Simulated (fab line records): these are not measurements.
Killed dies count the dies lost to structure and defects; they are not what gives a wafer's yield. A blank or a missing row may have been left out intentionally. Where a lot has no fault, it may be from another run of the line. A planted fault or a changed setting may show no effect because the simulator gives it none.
Which tool is to blame?    flow gf180mcu    Sampling: 15 lots, 39 wafers, 3 of 602 route steps

== WHAT EACH GAUGE READ, for each wafer ==
GF_V2_OVL_MEAS_15. Usual: V2_OVL typically reads -1 nm, with standard deviation 5.9.
lot   measured      on          V2_OVL (nm)  flag
L756  day 20 04:26  overlay-01  -5 -5 -1     
L757  day 20 12:23  overlay-02  14 -17 6     
L760  day 21 17:58  overlay-02  -5 -8 0      
L761  day 22 09:13  overlay-01  7 -7 14      
L764  day 23 10:24  overlay-02  -11 -11 -11  
L765  day 23 14:22  overlay-02  -7 -2 6      
L766  day 24 08:47  overlay-01  1 -5 0       
L769  day 24 21:49  overlay-02  -4 7 -6      
L770  day 25 06:07  overlay-02  -7 -8 -3     
L771  day 25 15:34  overlay-02  4 2 1        
L772  day 25 18:22  overlay-02  -5 -1 -2     
L776  day 27 04:02  overlay-01  5            
L777  day 27 11:59  overlay-02  10           
L778  day 27 20:54  overlay-01  -1 -5 -2     
L779  day 27 21:31  overlay-02  -6           

GF_V2_RS_MEAS_24: a four-point-probe measurement. Usual: V2_W_RS typically reads 0.327 ohm/sq, with standard deviation 0.0068.
lot   measured      on             V2_W_RS (ohm/sq)   flag
L756  day 20 05:21  film_metro-02  0.321 0.326 0.320  
L757  day 20 13:23  film_metro-04  0.328 0.324 0.323  
L760  day 21 18:55  film_metro-02  0.326 0.329 0.330  
L761  day 22 10:10  film_metro-04  0.325 0.324 0.320  
L764  day 23 11:19  film_metro-03  0.317 0.316 0.317  
L765  day 23 15:16  film_metro-02  0.334 0.331 0.334  
L766  day 24 09:50  film_metro-02  0.330 0.323 0.329  
L769  day 24 22:44  film_metro-03  0.335 0.329 0.326  
L770  day 25 07:02  film_metro-04  0.327 0.320 0.325  
L771  day 25 16:32  film_metro-02  0.342 0.341 0.333  
L772  day 25 19:19  film_metro-03  0.315 0.317 0.322  
L776  day 27 05:01  film_metro-04  0.336              
L777  day 27 12:58  film_metro-04  0.314              
L778  day 27 21:49  film_metro-04  0.332 0.329 0.332  
L779  day 27 22:29  film_metro-02  0.320              

== WHICH TOOL RAN EACH LOT (tool, then ch and the chambers of the sampled wafers, then the start) ==
lot   GF_V2_CMP_04
L756  cmp-02 ch 0,2,3, day 19 04:44
L757  cmp-01 ch 0,2,3, day 19 12:04
L760  cmp-01 ch 0,2, day 20 17:31
L761  cmp-01 ch 0,2,3, day 21 08:58
L764  cmp-01 ch 0,1,2, day 22 10:59
L765  cmp-02 ch 0,2, day 22 15:35
L766  cmp-02 ch 0,2,3, day 23 09:44
L769  cmp-02 ch 0,1, day 24 00:01
L770  cmp-01 ch 1,2,3, day 24 08:13
L771  cmp-02 ch 1,2,3, day 24 16:52
L772  cmp-02 ch 0,3, day 24 21:12
L776  cmp-01 ch 2, day 26 08:14
L777  cmp-01 ch 1, day 26 15:19
L778  cmp-01 ch 0,2,3, day 27 00:35
L779  cmp-01 ch 2, day 27 01:33
- GF_V2_CMP_04: polishes SiO2.

== WHAT THE TOOLS THEMSELVES READ (means of the sampled wafers that have a number; where no wafer has one, the mark that the record gives instead) ==
GF_V2_CMP_04. Usual: motor_current_A 11.9 A, standard deviation 0.94; time_to_endpoint_s 79 s, standard deviation 4.4.
lot   tool    motor_current_A (A)  time_to_endpoint_s (s)  flag
L756  cmp-02  11.3                 80                      
L757  cmp-01  11.6                 75                      
L760  cmp-01  11.1                 82                      
L761  cmp-01  11.4                 76                      
L764  cmp-01  12.1                 77                      
L765  cmp-02  12.0                 82                      
L766  cmp-02  11.0                 80                      
L769  cmp-02  12.0                 80                      
L770  cmp-01  11.9                 79                      
L771  cmp-02  11.8                 77                      
L772  cmp-02  10.9                 81                      
L776  cmp-01  10.6                 80                      
L777  cmp-01  13.4                 81                      
L778  cmp-01  11.7                 77                      
L779  cmp-01  11.6                 71                      

== THE ANSWER, worked out from the rows above alone ==
Rule: a lot counts as off when the mean over its wafers that have a number is more than 3 standard deviations away from the usual mean. A lot without any number at a reading at which 4 lots or more have one is off too. The other lots that the step has rows for count as sound. First the gauges in route order, then the tools' own readings, where a lot's mean is used as printed above. At the first step where some lot is off, the reading lying furthest off is the one used; lots without a number count as furthest.
Nothing can be told from this: no lot is off at any reading shown.

== WHAT THE SIMULATOR PUT IN ==
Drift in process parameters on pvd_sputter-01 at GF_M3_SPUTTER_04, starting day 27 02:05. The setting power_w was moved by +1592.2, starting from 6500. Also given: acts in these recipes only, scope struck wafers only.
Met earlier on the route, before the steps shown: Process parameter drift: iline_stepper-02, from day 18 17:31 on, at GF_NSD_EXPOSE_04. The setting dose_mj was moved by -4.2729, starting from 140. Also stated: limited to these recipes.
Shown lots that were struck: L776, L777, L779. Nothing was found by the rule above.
